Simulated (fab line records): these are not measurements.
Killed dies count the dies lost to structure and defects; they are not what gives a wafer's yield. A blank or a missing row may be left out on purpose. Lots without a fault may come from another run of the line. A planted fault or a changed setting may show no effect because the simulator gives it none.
fab line records ; flow gf180mcu
[record] lots = 15; wafers = 45; last_day = 34
route steps=602 shown V4@492 MIM@507
lots with no fault: from the same line, run without faults
start_h: hours from the record's opening day to when the first of the lot's shown wafers began ; wait_h: hours since the lot's step before ; " identical to the entry in the row above ; L1.1+2: a row that stands for several wafers ; - no value present, or no start provided ; * or withheld: withheld ; < > ~ a bound
route shown NAME@n: names a module that has steps shown in the file, with the first one's number in the route ; usual: mean/standard deviation taken from wafers without a fault ; same: alike in all rows ; chamber/n: place in a boat ; sites: per-site readings ; _std_site: how widely they spread, as a standard deviation ; _edge_site: the outer-site mean with the inner-site mean subtracted ; radius_mm: how far each site lies from the wafer's centre ; mask NAME#n: copy n ; behind: the most recent tool/chamber to have shaped the wafer ; hold: what put the lot on hold/how long, in hours/how the hold closed ; device: the transistor (n, p or np) that didn't switch ; end of line: the tests these same wafers got at the end of their route ; for a step that has no rows: nothing shown but its recipe ; killed: at the first sort, the dies lost to defects and structure; wafer yield is something else ; map: a wafer's dies, x killed, . not, _ none there
set.NAME: the run value of the setting; set.NAME@STEP: its run value at that earlier step ; model.NAME: the simulator's own value behind a step, which no gauge read
steps of the route over a sample of lots; a table a step, a row a wafer
services: when a tool's chamber went out of use (start_h, in hours from the record's first day, below 0 if earlier), for how many hours, and the reason
[[steps]]
[step GF_V4_ETCH_16]
[recipe] chemistry = N2/H2; target_depth_a = withheld; overetch_a = withheld; time_s = withheld; target = BARC; ion_energy_ev = 200; source_w = 500; bias_w = 100; pressure_mtorr = 30; n2_flow_sccm = 100; h2_flow_sccm = 200
[usual] drypump_motor_current_A = 5.7/0.43; oes_product_au = 0.856/0.0045; throttle_valve_pct = 13.225/0.0089
lot.wafer;tool;chamber;start_h;wait_h;drypump_motor_current_A;oes_product_au;throttle_valve_pct
L656.1;rie_diel-03;2;560.31;0.0;5.3;0.853;13.221
L656.5;rie_diel-03;0;560.31;0.0;5.1;0.860;13.225
L656.6;rie_diel-03;1;560.31;0.0;5.6;0.863;13.224
L657.2;rie_diel-02;2;563.86;0.0;5.6;0.853;13.223
L657.4;rie_diel-02;1;563.86;0.0;5.2;0.850;13.232
L657.6;rie_diel-02;0;563.86;0.0;5.8;0.857;13.219
L658.1;rie_diel-03;1;575.14;0.0;5.6;0.859;13.217
L658.4;rie_diel-03;0;575.14;0.0;5.1;0.860;13.231
L658.5;rie_diel-03;0;575.14;0.0;5.0;0.849;13.228
L659.3;rie_diel-02;0;582.06;0.0;5.8;0.850;13.221
L659.4;rie_diel-02;1;582.06;0.0;5.2;0.854;13.220
L659.6;rie_diel-02;3;582.06;0.0;6.3;0.853;13.241
L660.2;rie_diel-04;2;592.61;0.0;6.6;0.858;13.220
L660.3;rie_diel-04;1;592.61;0.0;5.5;0.849;13.225
L660.5;rie_diel-04;0;592.61;0.0;5.6;0.860;13.214
L661.3;rie_diel-04;0;607.86;0.0;5.6;0.851;13.217
L661.4;rie_diel-04;1;607.86;0.0;5.5;0.859;13.226
L661.6;rie_diel-04;0;607.86;0.0;5.6;0.860;13.226
L662.4;rie_diel-04;1;614.16;0.0;5.4;0.850;13.226
L662.5;rie_diel-04;0;614.16;0.0;5.5;0.859;13.234
L662.6;rie_diel-04;2;614.16;0.0;6.6;0.854;13.224
L663.2;rie_diel-02;3;622.14;0.0;6.3;0.854;13.220
L663.4;rie_diel-02;0;622.14;0.0;5.8;0.852;13.227
L663.5;rie_diel-02;1;622.14;0.0;5.2;0.850;13.232
L664.4;rie_diel-04;3;628.04;0.0;5.9;0.867;13.231
L664.5;rie_diel-04;1;628.04;0.0;5.5;0.853;13.227
L664.6;rie_diel-04;0;628.04;0.0;5.6;0.854;13.237
L666.1;rie_diel-02;1;644.28;0.0;5.3;0.854;13.230
L666.3;rie_diel-02;0;644.28;0.0;5.8;0.858;13.217
L666.4;rie_diel-02;3;644.28;0.0;6.3;0.849;13.227
L668.4;rie_diel-03;1;670.39;0.0;5.6;0.861;13.217
L668.5;rie_diel-03;1;670.39;0.0;5.6;0.856;13.223
L668.6;rie_diel-03;2;670.39;0.0;5.3;0.859;13.232
L669.3;rie_diel-03;2;673.64;0.0;5.3;0.857;13.214
L669.4;rie_diel-03;0;673.64;0.0;5.1;0.855;13.228
L669.5;rie_diel-03;1;673.64;0.0;5.6;0.851;13.220
L675.3;rie_diel-04;2;703.29;0.0;6.6;0.860;13.216
L675.4;rie_diel-04;0;703.29;0.0;5.6;0.858;13.239
L675.6;rie_diel-04;3;703.29;0.0;5.9;0.854;13.236
L676.1;rie_diel-03;1;708.94;0.0;5.6;0.862;13.223
L676.2;rie_diel-03;0;708.94;0.0;5.1;0.855;13.233
L676.4;rie_diel-03;2;708.94;0.0;5.3;0.854;13.223
L678.3;rie_diel-03;1;721.41;0.0;5.6;0.863;13.236
L678.4;rie_diel-03;0;721.41;0.0;5.1;0.854;13.210
L678.6;rie_diel-03;3;721.41;0.0;5.7;0.857;13.219
[step GF_V4_CMP_26]
[recipe] stop_on = SiO2; down_force_psi = 3.5; platen_rpm = 60; t_overpolish_s = 15; target_thk_nm = 0; pad_velocity_m_s = 0.94248
[usual] edge_zone_pressure_frac = 1.000/0.0045; motor_current_A = 11.0/1.2; overpolish_run_s = 15.001/0.009; time_to_endpoint_s = 85/3.2
lot.wafer;tool;chamber;start_h;wait_h;edge_zone_pressure_frac;motor_current_A;overpolish_run_s;time_to_endpoint_s
L656.1;cmp-01;3;561.48;0.1;1.000;10.6;14.991;87
L656.6;cmp-01;3;561.48;0.1;1.005;10.0;15.004;85
L656.5;cmp-01;0;561.48;0.1;0.997;11.0;14.998;89
L657.4;cmp-02;0;565.01;0.1;0.995;12.5;14.997;86
L657.2;cmp-02;2;565.01;0.1;1.001;10.2;15.004;80
L657.6;cmp-02;0;565.01;0.1;0.997;13.6;15.001;84
L658.4;cmp-02;3;576.31;0.1;0.996;8.4;14.999;82
L658.1;cmp-02;0;576.31;0.1;0.991;13.3;14.986;89
L658.5;cmp-02;2;576.31;0.1;1.009;9.5;14.999;85
L659.4;cmp-02;0;583.18;0.1;1.006;13.9;14.993;82
L659.3;cmp-02;2;583.18;0.1;1.005;9.8;14.995;80
L659.6;cmp-02;3;583.18;0.1;0.993;9.3;15.009;85
L660.2;cmp-02;0;593.67;0.0;1.004;14.0;15.007;89
L660.3;cmp-02;2;593.67;0.0;1.000;9.6;15.012;88
L660.5;cmp-02;0;593.67;0.0;1.006;14.2;14.986;90
L661.4;cmp-01;2;609.01;0.1;0.999;11.2;15.005;90
L661.3;cmp-01;3;609.01;0.1;1.007;10.9;15.020;85
L661.6;cmp-01;1;609.01;0.1;0.999;11.2;14.994;86
L662.4;cmp-02;0;615.30;0.1;1.003;13.0;15.001;85
L662.5;cmp-02;2;615.30;0.1;1.001;10.0;15.003;84
L662.6;cmp-02;3;615.30;0.1;1.007;8.9;14.987;84
L663.4;cmp-02;2;623.59;0.4;1.005;9.8;15.014;87
L663.2;cmp-02;3;623.59;0.4;1.005;8.7;15.009;87
L663.5;cmp-02;0;623.59;0.4;0.996;13.7;15.007;88
L664.4;cmp-01;3;629.31;0.2;1.000;10.3;14.996;86
L664.5;cmp-01;0;629.31;0.2;1.006;10.4;15.009;85
L664.6;cmp-01;1;629.31;0.2;1.001;11.6;15.005;85
L666.1;cmp-01;2;645.36;0.1;0.997;11.7;0.047;130
L666.3;cmp-01;3;645.36;0.1;0.997;10.7;0.037;130
L666.4;cmp-01;1;645.36;0.1;1.000;11.6;0.044;127
L668.4;cmp-01;1;671.48;0.0;0.993;11.4;0.044;129
L668.5;cmp-01;1;671.48;0.0;0.995;11.5;0.042;130
L668.6;cmp-01;2;671.48;0.0;0.990;11.4;0.040;128
L669.4;cmp-01;1;674.73;0.0;1.000;10.9;0.034;128
L669.3;cmp-01;3;674.73;0.0;0.999;10.3;0.041;129
L669.5;cmp-01;2;674.73;0.0;0.999;11.2;0.044;130
L675.4;cmp-02;2;704.45;0.1;1.008;9.6;15.010;86
L675.3;cmp-02;3;704.45;0.1;0.997;9.1;14.997;82
L675.6;cmp-02;0;704.45;0.1;1.009;13.1;15.007;86
L676.4;cmp-02;3;710.03;0.0;1.008;9.0;14.993;87
L676.1;cmp-02;1;710.03;0.0;1.001;11.0;15.024;81
L676.2;cmp-02;2;710.03;0.0;0.999;9.7;15.002;84
L678.3;cmp-02;0;722.47;0.0;0.992;13.1;15.007;84
L678.4;cmp-02;2;722.47;0.0;1.000;9.6;14.987;86
L678.6;cmp-02;0;722.47;0.0;0.999;13.6;14.993;87
[step GF_MIM_SPUTTER_04]
[recipe] material = TiN; target_thk_nm = 50; power_w = 6500; time_s = 41.7; chamber_pressure_pa = 0.4
[usual] throttle_valve_pct = 30.1/1.2
lot.wafer;tool;chamber;start_h;wait_h;throttle_valve_pct
L656.1;pvd_sputter-04;-;561.96;0.0;30.3
L656.5;pvd_sputter-04;-;561.96;0.0;29.7
L656.6;pvd_sputter-04;-;561.96;0.0;30.5
L657.2;pvd_sputter-01;-;565.44;0.0;29.0
L657.4;pvd_sputter-01;-;565.44;0.0;30.3
L657.6;pvd_sputter-01;-;565.44;0.0;28.6
L658.1;pvd_sputter-02;-;576.69;0.0;31.5
L658.4;pvd_sputter-02;-;576.69;0.0;29.8
L658.5;pvd_sputter-02;-;576.69;0.0;31.5
L659.3;pvd_sputter-01;-;583.61;0.0;28.9
L659.4;pvd_sputter-01;-;583.61;0.0;30.0
L659.6;pvd_sputter-01;-;583.61;0.0;28.8
L660.2;pvd_sputter-04;-;594.15;0.0;29.1
L660.3;pvd_sputter-04;-;594.15;0.0;30.5
L660.5;pvd_sputter-04;-;594.15;0.0;30.2
L661.3;pvd_sputter-04;-;609.39;0.0;29.4
L661.4;pvd_sputter-04;-;609.39;0.0;29.4
L661.6;pvd_sputter-04;-;609.39;0.0;29.2
L662.4;pvd_sputter-02;-;615.68;0.0;29.8
L662.5;pvd_sputter-02;-;615.68;0.0;28.3
L662.6;pvd_sputter-02;-;615.68;0.0;31.6
L663.2;pvd_sputter-02;-;623.97;0.0;31.6
L663.4;pvd_sputter-02;-;623.97;0.0;28.4
L663.5;pvd_sputter-02;-;623.97;0.0;31.7
L664.4;pvd_sputter-02;-;629.64;0.0;31.1
L664.5;pvd_sputter-02;-;629.64;0.0;31.3
L664.6;pvd_sputter-02;-;629.64;0.0;28.6
L675.3;pvd_sputter-02;-;704.83;0.0;29.7
L675.4;pvd_sputter-02;-;704.83;0.0;29.7
L675.6;pvd_sputter-02;-;704.83;0.0;28.1
L676.1;pvd_sputter-04;-;710.51;0.0;29.4
L676.2;pvd_sputter-04;-;710.51;0.0;29.3
L676.4;pvd_sputter-04;-;710.51;0.0;30.4
L678.3;pvd_sputter-04;-;722.95;0.0;29.6
L678.4;pvd_sputter-04;-;722.95;0.0;30.4
L678.6;pvd_sputter-04;-;722.95;0.0;29.4
[step GF_MIM_SPUTTER_07]
[recipe] material = TiN; target_thk_nm = 60; power_w = 6500; time_s = 50; chamber_pressure_pa = 0.4
[usual] throttle_valve_pct = 30.1/1.2
lot.wafer;tool;chamber;start_h;wait_h;throttle_valve_pct
L656.1;pvd_sputter-02;-;562.09;0.1;31.4
L656.5;pvd_sputter-02;-;562.09;0.1;29.8
L656.6;pvd_sputter-02;-;562.09;0.1;31.6
L657.2;pvd_sputter-02;-;565.59;0.0;29.8
L657.4;pvd_sputter-02;-;565.59;0.0;31.4
L657.6;pvd_sputter-02;-;565.59;0.0;31.5
L658.1;pvd_sputter-01;-;576.82;0.1;29.1
L658.4;pvd_sputter-01;-;576.82;0.1;28.6
L658.5;pvd_sputter-01;-;576.82;0.1;29.1
L659.3;pvd_sputter-01;-;583.74;0.0;29.1
L659.4;pvd_sputter-01;-;583.74;0.0;29.7
L659.6;pvd_sputter-01;-;583.74;0.0;28.7
L660.2;pvd_sputter-02;-;594.28;0.0;31.2
L660.3;pvd_sputter-02;-;594.28;0.0;28.4
L660.5;pvd_sputter-02;-;594.28;0.0;29.6
L661.3;pvd_sputter-01;-;609.54;0.0;32.3
L661.4;pvd_sputter-01;-;609.54;0.0;29.1
L661.6;pvd_sputter-01;-;609.54;0.0;29.9
L662.4;pvd_sputter-01;-;615.83;0.0;32.5
L662.5;pvd_sputter-01;-;615.83;0.0;29.9
L662.6;pvd_sputter-01;-;615.83;0.0;29.4
L663.2;pvd_sputter-01;-;624.12;0.0;29.4
L663.4;pvd_sputter-01;-;624.12;0.0;30.2
L663.5;pvd_sputter-01;-;624.12;0.0;30.1
L664.4;pvd_sputter-01;-;629.78;0.0;28.9
L664.5;pvd_sputter-01;-;629.78;0.0;32.0
L664.6;pvd_sputter-01;-;629.78;0.0;29.2
L675.3;pvd_sputter-04;-;704.96;0.0;31.5
L675.4;pvd_sputter-04;-;704.96;0.0;31.6
L675.6;pvd_sputter-04;-;704.96;0.0;29.1
L676.1;pvd_sputter-02;-;710.66;0.1;28.6
L676.2;pvd_sputter-02;-;710.66;0.1;31.6
L676.4;pvd_sputter-02;-;710.66;0.1;29.6
L678.3;pvd_sputter-02;-;723.08;0.0;31.6
L678.4;pvd_sputter-02;-;723.08;0.0;29.6
L678.6;pvd_sputter-02;-;723.08;0.0;28.6
[[services]]
tool;chamber;start_h;hours;kind
rie_diel-04;1;536.84;4.8;repair
cmp-02;-;543.25;2.3;repair
rie_diel-04;1;549.27;5.1;repair
rie_diel-04;3;552.65;2.6;repair
cmp-01;-;552.71;1.8;repair
cmp-02;-;572.19;4.0;pm
rie_diel-04;2;578.32;1.3;repair
rie_diel-04;3;579.22;17.4;repair
rie_diel-03;1;579.91;8.8;repair
rie_diel-02;2;586.35;8.9;repair
rie_diel-02;0;587.34;2.8;repair
cmp-02;-;588.27;0.6;repair
pvd_sputter-01;-;598.81;3.0;repair
cmp-02;-;603.78;0.2;repair
rie_diel-03;3;606.93;14.0;repair
cmp-01;-;611.37;12.7;repair
pvd_sputter-02;-;616.38;2.8;repair
pvd_sputter-01;-;621.42;2.4;repair
pvd_sputter-02;-;641.09;61.8;repair
cmp-01;-;647.21;3.6;pm
cmp-02;-;664.52;7.1;pm
rie_diel-03;-;688.75;0.8;repair
pvd_sputter-02;-;713.56;2.4;repair
rie_diel-03;2;714.30;5.3;repair
[[key]]
[first_sign] step = GF_V4_CMP_26; reading = overpolish_run_s; direction = down; sigmas = 99+; usual = 15.001; struck = 0.041
[effect] step = GF_V4_CMP_26; reading = time_to_endpoint_s; direction = up; sigmas = 14; usual = *; struck = *
met_at GF_V4_CMP_26
struck_lots L666,L668,L669
later_rows_left_out L666.1,L666.3,L666.4,L668.4,L668.5,L668.6,L669.3,L669.4,L669.5
sort_left_out L666.1,L666.3,L666.4,L668.4,L668.5,L668.6,L669.3,L669.4,L669.5
tester_left_out L666
not_acting_at GF_V4_ETCH_16,GF_MIM_SPUTTER_04,GF_MIM_SPUTTER_07
onset_between 629.31 645.36
[earlier_fault] kind = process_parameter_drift; tool = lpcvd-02; chamber = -; onset_h = 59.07; steps = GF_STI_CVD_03; channel = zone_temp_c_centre; offset = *; shape = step; end_h = 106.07
[earlier_fault] kind = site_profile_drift; tool = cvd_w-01; chamber = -; onset_h = 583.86; steps = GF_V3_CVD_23; basis = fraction; max_abs_drift = 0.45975; slope_share_per_hr = 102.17; site_pattern = 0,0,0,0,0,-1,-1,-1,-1
[fault] kind = process_parameter_drift; tool = cmp-01; chamber = -; onset_h = 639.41; steps = GF_V4_CMP_26; channel = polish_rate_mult; offset = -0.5; shape = step
// tester_left_out: of these lots the tester's yield and bins aren't shown, on N5 and GAA mostly nor the transistor test; their killed dies are dies lost to structure and defects alone, not to doping, threshold or leakage, so they don't give the yield
// sort_left_out: the simulated sort isn't trusted on such a fault, so these wafers' sort isn't shown, and their yield isn't known
// later_rows_left_out: the simulator's readings of these wafers behind a module that went badly wrong aren't trusted and aren't shown, but for the sort
